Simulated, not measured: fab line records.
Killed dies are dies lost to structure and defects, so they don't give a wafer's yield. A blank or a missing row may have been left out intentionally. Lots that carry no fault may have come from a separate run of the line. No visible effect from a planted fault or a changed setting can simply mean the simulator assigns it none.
Matching of chambers    flow sky130    SKY_CAPM_CVD_00 on pecvd-03 has 3 sister chambers
The step deposits SiO2, target thk 15.5 nm. 6 wafers are shown with their chamber, then 8 later ones without.

== WAFERS, EACH WITH ITS CHAMBER ==
wafer   chamber  heater-power-w (W)
L085.4  2        769
L085.5  1        778
L087.1  2        850
L087.2  0        766
L087.5  0        766
L089.3  1        751

== WAFERS MISSING THEIR CHAMBER ==
wafer   heater-power-w (W)
L089.5  743
L089.6  743
L095.1  752
L095.3  706
L095.6  942
L097.3  676
L097.5  807
L097.6  712

== EACH ONE'S CHAMBER ==
wafer   from the rows above           in truth
L089.5  can't be placed: 1 or 0 or 2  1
L089.6  can't be placed: 1 or 0 or 2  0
L095.1  can't be placed: 1 or 0 or 2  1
L095.3  can't be placed: 1 or 0 or 2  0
L095.6  can't be placed: 2 or 0 or 1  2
L097.3  can't be placed: 1 or 0 or 2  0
L097.5  can't be placed: 2 or 0 or 1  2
L097.6  can't be placed: 1 or 0 or 2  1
0 of 8 placed correctly. Unplaceable from these rows: 8, with the true chamber sitting among the candidates in 8. Placed wrongly: 0.
How it was worked out, from the rows above alone: a wafer's distance from a chamber is the root of the sum, over the readings, of the square of ((its reading less the chamber's mean) divided by the reading's scatter). If the next closest chamber is less than 2 further off than the closest, the wafer can't be placed; otherwise it belongs to the closest. For every chamber, the mean is computed from those of its wafers that are shown. The scatter: take each reading less its chamber's mean, square it, sum over the shown wafers, divide by the number of wafers less the number of chambers, and take the root.
